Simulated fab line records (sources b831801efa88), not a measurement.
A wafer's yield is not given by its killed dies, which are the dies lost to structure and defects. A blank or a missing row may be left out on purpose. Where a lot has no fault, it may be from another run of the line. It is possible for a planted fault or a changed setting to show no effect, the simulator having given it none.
fab line records	flow sky130
record: lots: 6	wafers: 18	last-day: 49
route steps=708 shown DNWELL@35 PWDE@45 NWELL@56 PAD_OPEN@708
lots untouched by any fault: they come from a run of this same line in which no faults occurred
start-h: the number of hours between the record's first day and the start of the first shown wafer of the lot	wait-h: hours elapsed since this lot's preceding step	" the same as in the row above	L1.1+2: one row covering several wafers at once	- no value, or no start given	* or withheld: withheld	< > ~ a bound
route shown NAME@n: names a module that has steps shown in the file, with the first one's number in the route	usual: mean/standard deviation of fault-free wafers	same: alike in all rows	chamber/n: place in a boat	sites: readings site by site	_std_site: the standard deviation of these	_edge_site: outer sites' mean less inner sites'	radius-mm: for every site, how far away it sits from the centre of the wafer	mask NAME#n: copy n	behind: the last tool/chamber to shape the wafer	hold: what put the lot on hold/how long, in hours/how the hold closed	device: transistor that didn't switch, given as n, p or np	end of line: the route-end tests of the same wafers	for a step that has no rows: nothing shown but its recipe	killed: dies lost to structure and defects at the first sort, not the wafer's yield	map: a wafer's dies, marking killed ones x, the rest . and places with no die _
set.NAME: the setting the step ran with; set.NAME@STEP: the setting that earlier step ran with	model.NAME: the simulator's own value behind a step, which no gauge read
certain route steps with their lots: each step a table, each wafer a row
services: when a tool's chamber went out of use (start-h, in hours from the record's first day, below 0 if earlier), for how many hours, and the reason
== steps ==
step: SKY_DNWELL_DEHYDRATE_00
recipe: temp-c: 200	time-s: 60
step: SKY_DNWELL_HMDS_01
recipe: prime-time-s: 60	prime-temp-c: 120
step: SKY_DNWELL_COAT_02
recipe: spin-rpm: 2000	resist-thk-nm: 3000
step: SKY_DNWELL_SOFTBAKE_03
recipe: temp-c: 110	time-s: withheld
step: SKY_DNWELL_EXPOSE_04
recipe: mask-id: DNM	na: 0.57	target-cd-nm: 3000	dose-mj: 222
step: SKY_DNWELL_PEB_05
recipe: temp-c: 115	time-s: withheld
step: SKY_DNWELL_DEVELOP_06
recipe: wall-angle-deg: 90	developer: TMAH	develop-time-s: 60	dev-temp-c: 23
step: SKY_DNWELL_IMPLANT_07
recipe: species: P	energy-kev: withheld	dose-cm2: withheld	tilt-deg: withheld
step: SKY_DNWELL_STRIP_08
recipe: chemistry: O2/N2	power-w: 1400	pressure-mtorr: 1500	platen-temp-c: withheld	o2-flow-sccm: 3000	n2-flow-sccm: 300	overash-fraction: 0.5
usual: drypump-motor-current-A: 5.7/0.4	oes-product-au: 0.723/0.0046	strip-time-to-endpoint-s: 36.93/0.096
lot.wafer	tool	chamber	start-h	wait-h	drypump-motor-current-A	oes-product-au	rf-hours-counter-h	strip-time-to-endpoint-s
L185.4	plasma-asher-04	0	90.92	0.1	5.5	0.725	-	36.78
L185.5	"	1	"	"	5.8	0.725	-	36.92
L185.6	"	0	"	"	5.5	0.722	-	36.93
L188.1	plasma-asher-02	1	107.02	0.1	5.7	0.720	29	36.80
L188.3	"	0	"	"	6.4	0.724	-	37.00
L188.4	"	1	"	"	5.8	0.719	-	36.93
L192.1	plasma-asher-02	1	127.17	0.1	5.8	0.723	31	36.93
L192.2	"	0	"	"	6.5	0.729	31	37.06
L192.4	"	0	"	"	6.4	0.716	-	37.03
L195.1	plasma-asher-02	1	143.17	0.1	5.8	0.725	33	37.08
L195.2	"	0	"	"	6.4	0.723	33	36.98
L195.5	"	0	"	"	6.4	0.724	-	37.01
L197.1	plasma-asher-04	1	156.82	0.1	5.8	0.730	49	36.93
L197.5	"	1	"	"	5.8	0.722	-	36.99
L197.6	"	0	"	"	5.5	0.720	-	36.90
L199.1	plasma-asher-01	1	164.79	0.1	5.6	0.718	4	37.01
L199.2	"	0	"	"	5.1	0.733	4	36.93
L199.6	"	0	"	"	5.1	0.723	-	36.93
step: SKY_DNWELL_TW_MEAS_09
usual: DNWELL_TW: 1115/7.3
lot.wafer	tool	chamber	start-h	wait-h	DNWELL_TW
L185.4	film-metro-03	-	91.02	0.1	1120
L185.5	"	-	"	"	1122
L185.6	"	-	"	"	1114
L188.1	film-metro-02	-	107.12	0.1	1118
L188.3	"	-	"	"	1127
L188.4	"	-	"	"	1129
L192.1	film-metro-02	-	127.27	0.1	1129
L192.2	"	-	"	"	1124
L192.4	"	-	"	"	1125
L195.1	film-metro-01	-	143.27	0.1	1113
L195.2	"	-	"	"	1111
L195.5	"	-	"	"	1111
L197.1	film-metro-01	-	156.92	0.1	1120
L197.5	"	-	"	"	1116
L197.6	"	-	"	"	1113
L199.1	film-metro-01	-	164.89	0.1	1125
L199.2	"	-	"	"	1122
L199.6	"	-	"	"	1124
step: SKY_PWDE_DEHYDRATE_00
recipe: temp-c: 200	time-s: 60
step: SKY_PWDE_HMDS_01
recipe: prime-time-s: 60	prime-temp-c: 120
step: SKY_PWDE_COAT_02
recipe: spin-rpm: 2000	resist-thk-nm: 3000
usual: dispense-pressure-kPa: 49.8/2.5
lot.wafer	tool	chamber	start-h	wait-h	dispense-pressure-kPa	model.coat_of_PWDE_COAT_02.thk-nm
L185.4	litho-track-01	0	99.49	0.1	48.0	2995
L185.5	"	0	"	"	48.0	2995
L185.6	"	0	"	"	48.0	2990
L188.1	litho-track-01	0	116.17	0.1	48.0	300.1
L188.3	"	0	"	"	48.0	300.6
L188.4	"	0	"	"	48.0	300.5
L192.1	litho-track-01	0	136.17	0.1	48.0	299.3
L192.2	"	0	"	"	48.0	299.5
L192.4	"	0	"	"	48.0	300.3
L195.1	litho-track-04	0	153.28	0.1	48.3	3005
L195.2	"	0	"	"	48.4	3006
L195.5	"	0	"	"	48.3	3007
L197.1	litho-track-04	0	166.73	0.1	48.4	2998
L197.5	"	0	"	"	48.4	2994
L197.6	"	0	"	"	48.3	2993
L199.1	litho-track-04	0	175.13	0.1	48.4	2999
L199.2	"	0	"	"	48.4	3006
L199.6	"	0	"	"	48.3	2999
step: SKY_PWDE_SOFTBAKE_03
recipe: temp-c: 110	time-s: withheld
step: SKY_PWDE_EXPOSE_04
recipe: mask-id: PWDEM	na: 0.6	source-shape: conventional	sigma-outer: 0.6	polarization: unpolarized	target-cd-nm: 840	dose-mj: 214
step: SKY_PWDE_PEB_05
recipe: temp-c: 115	time-s: withheld
step: SKY_PWDE_DEVELOP_06
recipe: wall-angle-deg: 90	developer: TMAH	develop-time-s: 60	dev-temp-c: 23
lot.wafer	tool	chamber	start-h	wait-h	model.coat_of_PWDE_COAT_02.thk-nm
L185.4+5	litho-track-04	0	-	-	2991
L185.6	"	0	"	"	2986
L188.1	litho-track-04	0	-	-	295.8
L188.3+4	"	0	"	"	296.3
L192.1	litho-track-04	0	-	-	295.1
L192.2	"	0	"	"	295.2
L192.4	"	0	"	"	296.1
L195.1	litho-track-02	0	-	-	3001
L195.2	"	0	"	"	3002
L195.5	"	0	"	"	3003
L197.1	litho-track-01	0	-	-	2993
L197.5	"	0	"	"	2990
L197.6	"	0	"	"	2989
L199.1+6	litho-track-02	0	-	-	2995
L199.2	"	0	"	"	3002
step: SKY_PWDE_OVL_MEAS_07
usual: PWDE_OVL: -1.6/1.4
lot.wafer	tool	chamber	start-h	wait-h	PWDE_OVL[nm]
L185.4	overlay-01	-	108.10	-	0.4
L185.5	"	-	"	"	-1.0
L185.6	"	-	"	"	0.1
L188.1	overlay-01	-	125.53	-	-1.6
L188.3	"	-	"	"	-0.4
L188.4	"	-	"	"	-2.0
L192.1	overlay-01	-	146.28	-	-1.9
L192.2	"	-	"	"	-1.3
L192.4	"	-	"	"	-1.0
L195.1	overlay-02	-	163.69	-	-3.2
L195.2	"	-	"	"	-3.1
L195.5	"	-	"	"	-4.4
L197.1	overlay-02	-	177.07	-	-2.2
L197.5	"	-	"	"	-2.4
L197.6	"	-	"	"	-0.1
L199.1	overlay-01	-	185.74	-	-1.7
L199.2	"	-	"	"	-1.5
L199.6	"	-	"	"	-1.7
step: SKY_PWDE_IMPLANT_08
recipe: species: B	energy-kev: 150	dose-cm2: 3.6e+12	tilt-deg: withheld
step: SKY_PWDE_STRIP_09
recipe: chemistry: O2/N2	power-w: 1400	pressure-mtorr: 1500	platen-temp-c: withheld	o2-flow-sccm: 3000	n2-flow-sccm: 300	overash-fraction: 0.5
usual: drypump-motor-current-A: 5.7/0.47	oes-product-au: 0.723/0.0047	strip-time-to-endpoint-s: 36.93/0.089
lot.wafer	tool	chamber	start-h	wait-h	drypump-motor-current-A	oes-product-au	rf-hours-counter-h	strip-time-to-endpoint-s
L185.4	plasma-asher-02	1	108.30	0.1	5.7	0.725	-	36.85
L185.5	"	1	"	"	5.8	0.717	-	36.85
L185.6	"	0	"	"	6.4	0.722	-	36.80
L188.1	plasma-asher-01	1	125.71	0.1	5.6	0.421	0	4.36
L188.3	"	0	"	"	5.1	0.422	-	4.36
L188.4	"	1	"	"	5.6	0.410	-	4.35
L192.1	plasma-asher-01	0	146.46	0.1	5.1	0.417	2	4.32
L192.2	"	1	"	"	5.6	0.419	2	4.35
L192.4	"	1	"	"	5.6	0.421	-	4.33
L195.1	plasma-asher-01	0	163.87	0.1	5.0	0.714	4	36.97
L195.2	"	1	"	"	5.7	0.710	4	36.96
L195.5	"	0	"	"	5.1	0.716	-	37.00
L197.1	plasma-asher-01	0	177.25	0.1	5.1	0.719	6	36.92
L197.5	"	0	"	"	5.1	0.722	-	36.84
L197.6	"	1	"	"	5.6	0.725	-	36.84
L199.1	plasma-asher-03	0	185.92	0.1	6.3	0.730	51	36.90
L199.2	"	1	"	"	5.4	0.721	51	36.99
L199.6	"	0	"	"	6.3	0.718	-	36.91
step: SKY_PWDE_TW_MEAS_10
usual: PWDE_TW: 374.3/1.7
lot.wafer	tool	chamber	start-h	wait-h	PWDE_TW
L185.4	film-metro-01	-	108.39	0.1	375.5
L185.5	"	-	"	"	374.8
L185.6	"	-	"	"	375.5
L188.1	film-metro-03	-	125.81	0.1	374.8
L188.3	"	-	"	"	374.3
L188.4	"	-	"	"	373.1
L192.1	film-metro-01	-	146.56	0.1	375.0
L192.2	"	-	"	"	375.8
L192.4	"	-	"	"	376.1
L195.1	film-metro-02	-	163.97	0.1	374.7
L195.2	"	-	"	"	377.5
L195.5	"	-	"	"	375.5
L197.1	film-metro-03	-	177.35	0.1	375.0
L197.5	"	-	"	"	376.5
L197.6	"	-	"	"	376.1
L199.1	film-metro-03	-	186.02	0.1	374.6
L199.2	"	-	"	"	375.1
L199.6	"	-	"	"	373.6
step: SKY_NWELL_DEHYDRATE_03
recipe: temp-c: 200	time-s: 60
step: SKY_NWELL_HMDS_04
recipe: prime-time-s: 60	prime-temp-c: 120
step: SKY_NWELL_COAT_05
recipe: spin-rpm: 2000	resist-thk-nm: 2950
step: SKY_NWELL_SOFTBAKE_06
recipe: temp-c: 110	time-s: withheld
step: SKY_NWELL_EXPOSE_07
recipe: mask-id: NWM	na: 0.6	source-shape: conventional	sigma-outer: 0.6	polarization: unpolarized	target-cd-nm: 840	dose-mj: 255
step: SKY_NWELL_PEB_08
recipe: temp-c: 115	time-s: withheld
step: SKY_NWELL_DEVELOP_09
recipe: wall-angle-deg: 90	developer: TMAH	develop-time-s: 60	dev-temp-c: 23
step: SKY_NWELL_OVL_MEAS_10
usual: NWELL_00_OVL: 0.1/1.5
lot.wafer	tool	chamber	start-h	wait-h	NWELL_00_OVL[nm]
L185.4	overlay-02	-	126.55	-	1.3
L185.5	"	-	"	"	0.6
L185.6	"	-	"	"	0.2
L188.1	overlay-02	-	144.69	-	0.5
L188.3	"	-	"	"	1.9
L188.4	"	-	"	"	1.1
L192.1	overlay-02	-	166.44	-	2.7
L192.2	"	-	"	"	2.0
L192.4	"	-	"	"	3.0
L195.1	overlay-01	-	184.49	-	1.6
L195.2	"	-	"	"	0.4
L195.5	"	-	"	"	-0.2
L197.1	overlay-02	-	198.18	-	0.1
L197.5	"	-	"	"	-0.1
L197.6	"	-	"	"	-1.1
L199.1	overlay-02	-	207.44	-	0.4
L199.2	"	-	"	"	-0.9
L199.6	"	-	"	"	-0.1
step: SKY_NWELL_IMPLANT_11
recipe: species: P	energy-kev: 400	dose-cm2: 1.9e+13	tilt-deg: withheld
step: SKY_NWELL_IMPLANT_12
recipe: species: P	energy-kev: 120	dose-cm2: 1.3e+12	tilt-deg: withheld
step: SKY_NWELL_IMPLANT_13
recipe: species: P	energy-kev: 50	dose-cm2: 7e+11	tilt-deg: withheld
step: SKY_NWELL_STRIP_14
recipe: chemistry: O2/N2	power-w: 1400	pressure-mtorr: 1500	platen-temp-c: withheld	o2-flow-sccm: 3000	n2-flow-sccm: 300	overash-fraction: 0.5
usual: drypump-motor-current-A: 5.8/0.38	oes-product-au: 0.722/0.0041	strip-time-to-endpoint-s: 36.35/0.081
lot.wafer	tool	chamber	start-h	wait-h	drypump-motor-current-A	oes-product-au	rf-hours-counter-h	strip-time-to-endpoint-s
L185.4	plasma-asher-04	1	127.05	0.1	5.8	0.713	-	36.21
L185.5	"	0	"	"	5.4	0.724	-	36.38
L185.6	"	1	"	"	5.8	0.730	-	36.39
L188.1	plasma-asher-03	1	145.17	0.1	5.4	0.719	47	36.24
L188.3	"	0	"	"	6.3	0.731	-	36.37
L188.4	"	1	"	"	5.4	0.717	-	36.30
L192.1	plasma-asher-03	1	166.92	0.1	5.4	0.716	49	36.40
L192.2	"	0	"	"	6.3	0.721	49	36.33
L192.4	"	1	"	"	5.4	0.723	-	36.44
L195.1	plasma-asher-03	1	184.97	0.1	5.4	0.728	51	36.43
L195.2	"	0	"	"	6.3	0.722	51	36.44
L195.5	"	1	"	"	5.4	0.721	-	36.44
L197.1	plasma-asher-02	0	198.66	0.1	6.4	0.722	36	36.35
L197.5	"	1	"	"	5.8	0.716	-	36.28
L197.6	"	0	"	"	6.4	0.721	-	36.39
L199.1	plasma-asher-04	0	207.92	0.1	5.5	0.728	54	36.34
L199.2	"	1	"	"	5.7	0.718	54	36.28
L199.6	"	0	"	"	5.5	0.716	-	36.33
step: SKY_NWELL_TW_MEAS_15
usual: NWELL_TW: 1822/7.7
lot.wafer	tool	chamber	start-h	wait-h	NWELL_TW
L185.4	film-metro-03	-	127.15	0.1	1831
L185.5	"	-	"	"	1817
L185.6	"	-	"	"	1819
L188.1	film-metro-02	-	145.27	0.1	1829
L188.3	"	-	"	"	1829
L188.4	"	-	"	"	1840
L192.1	film-metro-03	-	167.02	0.1	1819
L192.2	"	-	"	"	1814
L192.4	"	-	"	"	1829
L195.1	film-metro-02	-	185.07	0.1	1823
L195.2	"	-	"	"	1821
L195.5	"	-	"	"	1831
L197.1	film-metro-02	-	198.76	0.1	1821
L197.5	"	-	"	"	1799
L197.6	"	-	"	"	1815
L199.1	film-metro-01	-	208.02	0.1	1819
L199.2	"	-	"	"	1825
L199.6	"	-	"	"	1816
step: SKY_NWELL_DEHYDRATE_16
recipe: temp-c: 200	time-s: 60
step: SKY_NWELL_HMDS_17
recipe: prime-time-s: 60	prime-temp-c: 120
step: SKY_NWELL_COAT_18
recipe: spin-rpm: 2000	resist-thk-nm: 3000
step: SKY_NWELL_SOFTBAKE_19
recipe: temp-c: 110	time-s: withheld
step: SKY_NWELL_EXPOSE_20
recipe: mask-id: NWM_COMPLEMENT	na: 0.6	source-shape: conventional	sigma-outer: 0.6	polarization: unpolarized	target-cd-nm: 840	dose-mj: 260
step: SKY_NWELL_PEB_21
recipe: temp-c: 115	time-s: withheld
step: SKY_NWELL_DEVELOP_22
recipe: wall-angle-deg: 90	developer: TMAH	develop-time-s: 57.6	dev-temp-c: 23
step: SKY_NWELL_OVL_MEAS_23
usual: NWELL_01_OVL: -0.8/1.3
lot.wafer	tool	chamber	start-h	wait-h	NWELL_01_OVL[nm]
L185.4	overlay-01	-	146.64	-	-1.3
L185.5	"	-	"	"	-0.8
L185.6	"	-	"	"	-0.7
L188.1	overlay-02	-	164.42	-	-2.4
L188.3	"	-	"	"	-2.3
L188.4	"	-	"	"	-1.4
L192.1	overlay-01	-	186.93	-	-2.5
L192.2	"	-	"	"	-2.1
L192.4	"	-	"	"	-1.5
L195.1	overlay-02	-	206.23	-	0.1
L195.2	"	-	"	"	0.0
L195.5	"	-	"	"	-1.0
L197.1	overlay-01	-	221.52	-	0.5
L197.5	"	-	"	"	0.1
L197.6	"	-	"	"	-0.3
L199.1	overlay-02	-	230.84	-	-2.7
L199.2	"	-	"	"	-1.4
L199.6	"	-	"	"	-0.5
step: SKY_NWELL_TW_MEAS_26
usual: NWELL_2_TW: 496.6/2.4
lot.wafer	tool	chamber	start-h	wait-h	NWELL_2_TW
L185.4	film-metro-03	-	146.94	0.1	495.2
L185.5	"	-	"	"	497.3
L185.6	"	-	"	"	494.1
L188.1	film-metro-03	-	164.71	0.1	546.2
L188.3	"	-	"	"	547.7
L188.4	"	-	"	"	544.9
L192.1	film-metro-01	-	187.21	0.1	550.0
L192.2	"	-	"	"	552.7
L192.4	"	-	"	"	551.2
L195.1	film-metro-03	-	206.51	0.1	496.6
L195.2	"	-	"	"	499.9
L195.5	"	-	"	"	494.9
L197.1	film-metro-03	-	221.81	0.1	494.9
L197.5	"	-	"	"	493.6
L197.6	"	-	"	"	493.3
L199.1	film-metro-02	-	231.12	0.1	495.9
L199.2	"	-	"	"	493.6
L199.6	"	-	"	"	497.0
step: SKY_PAD_OPEN_PROBE_99
usual: killed_at_M0_to_M3: 44/7	killed_at_M4_up: 3.0/1.8	killed-at-contacts: 24/4.9	killed-at-front-end: 15/5	killed-at-other: 0.2/0.53	killed-dies: 87/8.7	killed-on-rim: 17/4	killed-open: 48/6.8	killed-short: 39/5.7
same: gross-dies: 492	killed-at-back-side: 0
lot.wafer	tool	chamber	start-h	wait-h	killed_at_M0_to_M3	killed_at_M4_up	killed-at-contacts	killed-at-front-end	killed-at-other	killed-dies	killed-on-rim	killed-open	killed-short
L185.4	prober-02	-	1120.75	0.2	38	4	27	12	0	81	19	34	47
L185.5	prober-02	-	1120.80	0.2	34	3	25	19	0	81	12	44	37
L185.6	prober-02	-	1120.85	0.2	40	1	18	16	0	75	15	43	32
L188.1	prober-01	-	1136.40	0.1	42	3	28	419	0	492	96	47	44
L188.3	prober-01	-	1136.50	0.2	44	2	22	423	1	492	96	46	35
L188.4	prober-01	-	1136.55	0.2	35	1	27	429	0	492	96	43	40
L192.1	prober-01	-	1154.89	0.1	36	2	15	437	2	492	96	35	31
L192.2	prober-01	-	1154.94	0.1	34	0	27	431	0	492	96	51	25
L192.4	prober-01	-	1155.04	0.2	49	4	26	413	0	492	96	45	42
L195.1	prober-02	-	1171.34	0.1	44	1	17	12	0	74	15	44	30
L195.2	prober-02	-	1171.39	0.1	41	5	31	12	0	89	23	46	43
L195.5	prober-02	-	1171.54	0.2	58	2	20	11	1	92	13	48	44
L197.1	prober-02	-	1180.66	0.1	55	3	18	12	0	88	14	44	44
L197.5	prober-02	-	1180.86	0.2	52	2	21	12	1	88	20	49	39
L197.6	prober-02	-	1180.91	0.2	53	0	19	16	0	88	21	55	33
killed by level:class
L185.4 LOCAL_INTERCONNECT:geometric-particle:short=10 METAL1:geometric-particle:short=9 LI_CONTACT:geometric-particle:open=7 CONTACT:geometric-particle:open=6 VIA1:geometric-particle:open=6 VIA1:geometric-particle:short=5 METAL2:geometric-particle:short=5 METAL4:geometric-particle:short=4
L185.5 FIELD_ISO:geometric-particle:open=9 LI_CONTACT:geometric-particle:open=8 METAL2:geometric-particle:short=8 VIA2:geometric-particle:open=7 LOCAL_INTERCONNECT:geometric-particle:short=6 METAL1:geometric-particle:short=6 FIELD_ISO:geometric-particle:short=4 LI_CONTACT:geometric-particle:short=4
L185.6 VIA3:geometric-particle:open=10 VIA1:geometric-particle:open=8 CONTACT:geometric-particle:open=7 LI_CONTACT:geometric-particle:open=6 FIELD_ISO:geometric-particle:short=4 METAL2:geometric-particle:short=4 VIA2:geometric-particle:open=4 METAL3:geometric-particle:short=4
L188.1 PWDE:area-expose=401 VIA3:geometric-particle:open=10 VIA1:geometric-particle:open=9 CONTACT:geometric-particle:open=7 VIA2:geometric-particle:open=7 FIELD_ISO:geometric-particle:short=6 LI_CONTACT:geometric-particle:open=6 LOCAL_INTERCONNECT:geometric-particle:short=5
L188.3 PWDE:area-expose=411 VIA1:geometric-particle:open=13 VIA2:geometric-particle:open=11 CONTACT:geometric-particle:open=8 LI_CONTACT:geometric-particle:open=6 METAL1:geometric-particle:short=6 FIELD_ISO:geometric-particle:short=5 VIA3:geometric-particle:short=5
L188.4 PWDE:area-expose=409 LI_CONTACT:geometric-particle:open=11 CONTACT:geometric-particle:open=7 FIELD_ISO:geometric-particle:short=6 CONTACT:geometric-particle:short=6 VIA3:geometric-particle:open=6 VIA1:geometric-particle:open=5 METAL2:geometric-particle:short=5
L192.1 PWDE:area-expose=426 VIA1:geometric-particle:open=9 VIA3:geometric-particle:open=8 LI_CONTACT:geometric-particle:open=5 METAL2:geometric-particle:short=4 CONTACT:geometric-particle:open=4 FIELD_ISO:geometric-particle:short=3 CONTACT:geometric-particle:short=3
L192.2 PWDE:area-expose=416 CONTACT:geometric-particle:open=12 LI_CONTACT:geometric-particle:open=9 METAL2:geometric-particle:short=6 VIA1:geometric-particle:open=6 VIA2:geometric-particle:open=5 FIELD_ISO:geometric-particle:open=4 POLY_GATE:geometric-particle:open=4
L192.4 PWDE:area-expose=405 VIA1:geometric-particle:open=11 LI_CONTACT:geometric-particle:open=9 VIA1:geometric-particle:short=8 VIA3:geometric-particle:open=7 METAL2:geometric-particle:short=7 CONTACT:geometric-particle:open=6 METAL1:geometric-particle:short=6
L195.1 VIA1:geometric-particle:open=10 CONTACT:geometric-particle:open=8 VIA2:geometric-particle:open=8 LI_CONTACT:geometric-particle:open=6 VIA1:geometric-particle:short=6 FIELD_ISO:geometric-particle:open=4 FIELD_ISO:geometric-particle:short=4 METAL1:geometric-particle:short=4
L195.2 LI_CONTACT:geometric-particle:open=10 CONTACT:geometric-particle:open=8 METAL2:geometric-particle:short=7 VIA2:geometric-particle:open=7 VIA3:geometric-particle:open=7 VIA1:geometric-particle:open=6 LI_CONTACT:geometric-particle:short=5 VIA1:geometric-particle:short=5
L195.5 VIA1:geometric-particle:open=15 VIA1:geometric-particle:short=9 METAL2:geometric-particle:short=7 METAL1:geometric-particle:short=6 VIA2:geometric-particle:open=6 CONTACT:geometric-particle:open=5 METAL1:geometric-particle:open=5 CONTACT:geometric-particle:short=4
L197.1 VIA1:geometric-particle:open=12 METAL1:geometric-particle:short=10 VIA2:geometric-particle:open=9 VIA1:geometric-particle:short=7 FIELD_ISO:geometric-particle:short=5 LI_CONTACT:geometric-particle:open=5 CONTACT:geometric-particle:open=5 METAL2:geometric-particle:short=5
L197.5 VIA1:geometric-particle:open=17 VIA3:geometric-particle:open=8 VIA1:geometric-particle:short=6 VIA2:geometric-particle:open=6 CONTACT:geometric-particle:short=5 CONTACT:geometric-particle:open=5 POLY_CUT:geometric-particle:short=4 LI_CONTACT:geometric-particle:open=4
L197.6 VIA2:geometric-particle:open=13 VIA1:geometric-particle:open=11 CONTACT:geometric-particle:open=8 VIA3:geometric-particle:open=8 VIA1:geometric-particle:short=6 FIELD_ISO:geometric-particle:open=5 LI_CONTACT:geometric-particle:open=4 FIELD_ISO:geometric-particle:short=3
map L188.1 (x killed, . not)
__________xxxxxxxxxx_________
________xxxxxxxxxxxxxx_______
______xxxxxxxxxxxxxxxxxx_____
_____xxxxxxxxxxxxxxxxxxxx____
____xxxxxxxxxxxxxxxxxxxxxx___
___xxxxxxxxxxxxxxxxxxxxxxxx__
__xxxxxxxxxxxxxxxxxxxxxxxxxx_
_xxxxxxxxxxxxxxxxxxxxxxxxxxxx
_xxxxxxxxxxxxxxxxxxxxxxxxxxxx
_xxxxxxxxxxxxxxxxxxxxxxxxxxxx
_xxxxxxxxxxxxxxxxxxxxxxxxxxxx
_xxxxxxxxxxxxxxxxxxxxxxxxxxxx
_xxxxxxxxxxxxxxxxxxxxxxxxxxxx
_xxxxxxxxxxxxxxxxxxxxxxxxxxxx
_xxxxxxxxxxxxxxxxxxxxxxxxxxxx
__xxxxxxxxxxxxxxxxxxxxxxxxxx_
___xxxxxxxxxxxxxxxxxxxxxxxx__
____xxxxxxxxxxxxxxxxxxxxxx___
_____xxxxxxxxxxxxxxxxxxxx____
______xxxxxxxxxxxxxxxxxx_____
________xxxxxxxxxxxxxx_______
__________xxxxxxxxxx_________
map L192.1 (x killed, . not)
__________xxxxxxxxxx_________
________xxxxxxxxxxxxxx_______
______xxxxxxxxxxxxxxxxxx_____
_____xxxxxxxxxxxxxxxxxxxx____
____xxxxxxxxxxxxxxxxxxxxxx___
___xxxxxxxxxxxxxxxxxxxxxxxx__
__xxxxxxxxxxxxxxxxxxxxxxxxxx_
_xxxxxxxxxxxxxxxxxxxxxxxxxxxx
_xxxxxxxxxxxxxxxxxxxxxxxxxxxx
_xxxxxxxxxxxxxxxxxxxxxxxxxxxx
_xxxxxxxxxxxxxxxxxxxxxxxxxxxx
_xxxxxxxxxxxxxxxxxxxxxxxxxxxx
_xxxxxxxxxxxxxxxxxxxxxxxxxxxx
_xxxxxxxxxxxxxxxxxxxxxxxxxxxx
_xxxxxxxxxxxxxxxxxxxxxxxxxxxx
__xxxxxxxxxxxxxxxxxxxxxxxxxx_
___xxxxxxxxxxxxxxxxxxxxxxxx__
____xxxxxxxxxxxxxxxxxxxxxx___
_____xxxxxxxxxxxxxxxxxxxx____
______xxxxxxxxxxxxxxxxxx_____
________xxxxxxxxxxxxxx_______
__________xxxxxxxxxx_________
== services ==
tool	chamber	start-h	hours	kind
plasma-asher-01	-	108.75	9.0	pm
plasma-asher-01	0	108.75	9.0	vent-cycle
plasma-asher-01	1	108.75	9.0	vent-cycle
plasma-asher-01	0	117.75	-	clean
plasma-asher-01	1	117.75	-	clean
plasma-asher-01	-	121.61	2.8	pm
plasma-asher-01	-	124.45	1.0	repair
plasma-asher-02	-	172.60	19.1	repair
plasma-asher-02	-	186.30	5.3	repair
== key ==
first-sign: step: SKY_PWDE_STRIP_09	reading: strip-time-to-endpoint-s	direction: down	sigmas: 99+	usual: *	struck: *
effect: step: SKY_PWDE_STRIP_09	reading: oes-product-au	direction: down	sigmas: 65	usual: 0.723	struck: 0.418
effect: step: SKY_NWELL_TW_MEAS_26	reading: NWELL_2_TW	direction: up	sigmas: 22	usual: 496.6	struck: 548.8
effect: step: SKY_PAD_OPEN_PROBE_99	reading: killed-at-front-end	direction: up	sigmas: 83	usual: 15	struck: 425
model-effect: step: SKY_PWDE_COAT_02	value: coat_of_PWDE_COAT_02.thk-nm	without: 3000	struck: 300
model-effect: step: SKY_PWDE_DEVELOP_06	value: coat_of_PWDE_COAT_02.thk-nm	without: 2996	struck: 295.8
more-kills-born-at: SKY_PWDE_EXPOSE_04@iline-stepper-02: 2468
met-at SKY_PWDE_COAT_02
struck-wafers L188.1,L188.3,L188.4,L192.1,L192.2,L192.4
tester-left-out L188,L192
onset-between 99.49 116.17
also-fits SKY_PWDE_DEVELOP_06:litho-track-04
fault: kind: process-parameter-drift	tool: litho-track-01	chamber: -	onset-h: 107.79	steps: SKY_PWDE_COAT_02	channel: resist-thk-nm	offset: -2700	shape: step	end-h: 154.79	acts-in: these-recipes-only	stated: 3000
tester-left-out: of these lots the tester's yield and bins aren't shown, on N5 and GAA mostly nor the transistor test; their killed dies are dies lost to structure and defects alone, not to doping, threshold or leakage, so they don't give the yield
